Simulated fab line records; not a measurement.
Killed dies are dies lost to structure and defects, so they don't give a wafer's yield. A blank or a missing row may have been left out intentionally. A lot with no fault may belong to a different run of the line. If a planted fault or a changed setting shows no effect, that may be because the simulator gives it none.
Which tool did it? -- flow gf180mcu -- 13 lots, 39 wafers sampled, at 5 steps of a route of 602

== WHAT THE GAUGES SHOWED, per wafer ==
GF_HV_LDD_OVL_MEAS_08.
lot,measured,on,HV_LDD_OVL (nm)
L619,day 10 08:25,overlay-01,2.5 2.5 1.5
L620,day 10 16:22,overlay-01,1.3 1.7 2.1
L622,day 11 00:49,overlay-02,2.7 1.2 1.6
L621,day 11 02:04,overlay-02,4.6 2.1 1.9
L623,day 11 10:30,overlay-02,1.3 1.7 1.0
L624,day 11 19:10,overlay-01,-0.9 -0.1 0.1
L625,day 11 22:54,overlay-02,0.6 2.6 0.2
L629,day 13 00:55,overlay-02,1.7 1.5 2.1
L632,day 13 19:46,overlay-02,2.8 1.9 3.0
L634,day 14 12:09,overlay-02,1.3 2.1 1.6
L636,day 15 03:02,overlay-01,0.7 2.4 1.1
L639,day 16 02:52,overlay-02,2.6 4.5 1.7
L642,day 17 01:18,overlay-01,4.3 0.6 3.1

GF_HV_LDD_OVL_MEAS_32.
lot,measured,on,HV_LDD_02_OVL (nm)
L619,day 11 21:13,overlay-02,3.3 1.9 3.6
L620,day 12 05:33,overlay-01,0.9 -0.2 0.6
L622,day 12 15:37,overlay-01,3.2 1.2 1.4
L621,day 12 16:45,overlay-01,-2.9 -2.5 -1.4
L623,day 13 01:42,overlay-01,-2.2 -0.3 -1.1
L624,day 13 10:34,overlay-01,0.2 -0.3 -2.7
L625,day 13 14:50,overlay-01,-1.3 0.9 -1.0
L629,day 14 18:19,overlay-02,-0.1 -2.5 0.4
L632,day 15 12:50,overlay-02,-1.1 -0.2 -1.0
L634,day 16 08:12,overlay-02,1.2 2.5 0.9
L636,day 16 23:00,overlay-02,0.5 -0.2 -2.8
L639,day 17 23:51,overlay-01,0.2 1.7 1.2
L642,day 19 00:06,overlay-01,-0.8 -0.7 -0.5

GF_NSD_CD_MEAS_07: target cd 400 nm.
lot,measured,on,cd-nm (nm)
L619,day 13 16:03,cd-sem-01,396.6 398.1 398.6
L620,day 14 00:52,cd-sem-01,399.3 399.7 401.8
L622,day 14 10:21,cd-sem-02,400.2 397.3 399.9
L621,day 14 12:28,cd-sem-01,402.8 403.7 403.8
L623,day 14 22:10,cd-sem-02,399.8 400.2 397.8
L624,day 15 08:34,cd-sem-01,400.8 401.3 400.4
L625,day 15 12:13,cd-sem-01,404.5 403.7 403.9
L629,day 16 17:41,cd-sem-01,398.4 395.1 398.1
L632,day 17 13:17,cd-sem-02,398.9 398.8 400.2
L634,day 18 10:16,cd-sem-01,398.7 397.0 398.6
L636,day 19 02:47,cd-sem-02,401.9 398.9 398.5
L639,day 20 03:06,cd-sem-02,402.3 400.1 401.4
L642,day 21 04:29,cd-sem-01,398.0 401.4 400.4

GF_V1_CD_MEAS_14: target cd 260 nm.
lot,measured,on,cd-nm (nm)
L619,day 18 11:50,cd-sem-01,258.3 257.9 257.4
L620,day 18 22:04,cd-sem-02,259.7 260.7 260.2
L622,day 19 08:29,cd-sem-02,261.0 261.3 261.0
L621,day 19 10:41,cd-sem-02,258.3 258.5 258.1
L623,day 19 22:41,cd-sem-01,261.1 260.5 261.0
L624,day 20 10:20,cd-sem-02,259.4 258.0 258.2
L625,day 20 15:50,cd-sem-01,259.5 259.5 258.5
L629,day 21 22:07,cd-sem-01,260.9 259.7 260.1
L632,day 22 16:35,cd-sem-02,261.3 260.8 260.8
L634,day 23 14:42,cd-sem-02,260.5 261.1 260.9
L636,day 24 03:57,cd-sem-02,253.2 252.8 252.7
L639,day 25 02:06,cd-sem-01,254.9 256.3 255.9
L642,day 26 00:22,cd-sem-02,261.1 262.0 260.5

== EACH LOT AND THE TOOL THAT RAN IT (in order: tool; ch and the chambers of the sampled wafers; start) ==
lot,GF_V1_SOFTBAKE_10
L619,"litho-track-04 ch 0, day 18 00:00"
L620,"litho-track-03 ch 0, day 18 09:00"
L622,"litho-track-02 ch 0, day 18 20:00"
L621,"litho-track-04 ch 0, day 18 22:00"
L623,"litho-track-03 ch 0, day 19 10:00"
L624,"litho-track-02 ch 0, day 19 21:00"
L625,"litho-track-02 ch 0, day 20 03:00"
L629,"litho-track-04 ch 0, day 21 10:00"
L632,"litho-track-03 ch 0, day 22 05:00"
L634,"litho-track-04 ch 0, day 23 03:00"
L636,"litho-track-04 ch 0, day 23 17:00"
L639,"litho-track-04 ch 0, day 24 15:00"
L642,"litho-track-03 ch 0, day 25 13:00"
- GF_V1_SOFTBAKE_10: time 60 s.

== WHAT THE TOOLS THEMSELVES READ (means of the sampled wafers that have a number; where no wafer has one, the mark that the record gives instead) ==
GF_V1_SOFTBAKE_10.
lot,tool,heater-power-total-W (W),run-length-s (s)
L619,litho-track-04,93.04,89.41
L620,litho-track-03,92.99,89.34
L622,litho-track-02,93.12,89.30
L621,litho-track-04,93.05,89.44
L623,litho-track-03,93.04,89.40
L624,litho-track-02,93.06,89.31
L625,litho-track-02,93.11,89.33
L629,litho-track-04,93.06,89.62
L632,litho-track-03,93.03,89.25
L634,litho-track-04,93.02,89.41
L636,litho-track-04,110.46,64.98
L639,litho-track-04,110.48,65.06
L642,litho-track-03,93.06,89.30

== THE ANSWER, worked out from the rows above alone ==
Rule: the lots themselves supply what counts as usual. Put in order of their means at a reading, lots are off if they are a third of the lots or fewer, leave a main group of 4 or more, and stand apart from it by a gap of 3 or more times the standard deviation of the main group's means; of several such gaps the widest counts. A main group whose means are all the same, to the digits that the tables above print for the reading, isn't used. A lot without any number at a reading at which 4 lots or more have one is off too. Any other lot the step has rows for is counted as sound. The gauges are gone through in route order, then the tools' own readings, and for those a lot's mean is taken as printed above. At the first step where some lot is off, the reading lying furthest off is the one used; lots without a number count as furthest.
Off at GF_V1_SOFTBAKE_10 (heater-power-total-W): L636, L639. Main group: mean 93.05 W, sd 0.035.
If a tool, at that step or one of the process steps before it, ran each lot that is off and ran no sound lot following the first of them, it fits. One fits: litho-track-04 at GF_V1_SOFTBAKE_10. A fault onset in the window from L634 (day 23 03:00, its last sound lot) to L636 (day 23 17:00, its first lot off) fits.
The tool's own readings at GF_V1_SOFTBAKE_10 bear it out: on the lots that are off they differ by more than 5 times the standard deviation of the sound lots' means. heater-power-total-W reads 110.47 W there against 93.05 W on the sound lots; run-length-s reads 65.02 s there against 89.37 s on the sound lots.

== WHAT THE SIMULATOR HAD PUT IN ==
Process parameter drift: litho-track-04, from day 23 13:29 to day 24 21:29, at GF_V1_SOFTBAKE_10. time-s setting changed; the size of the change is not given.
Struck lots among those shown: L636, L639. The rule above found the same.
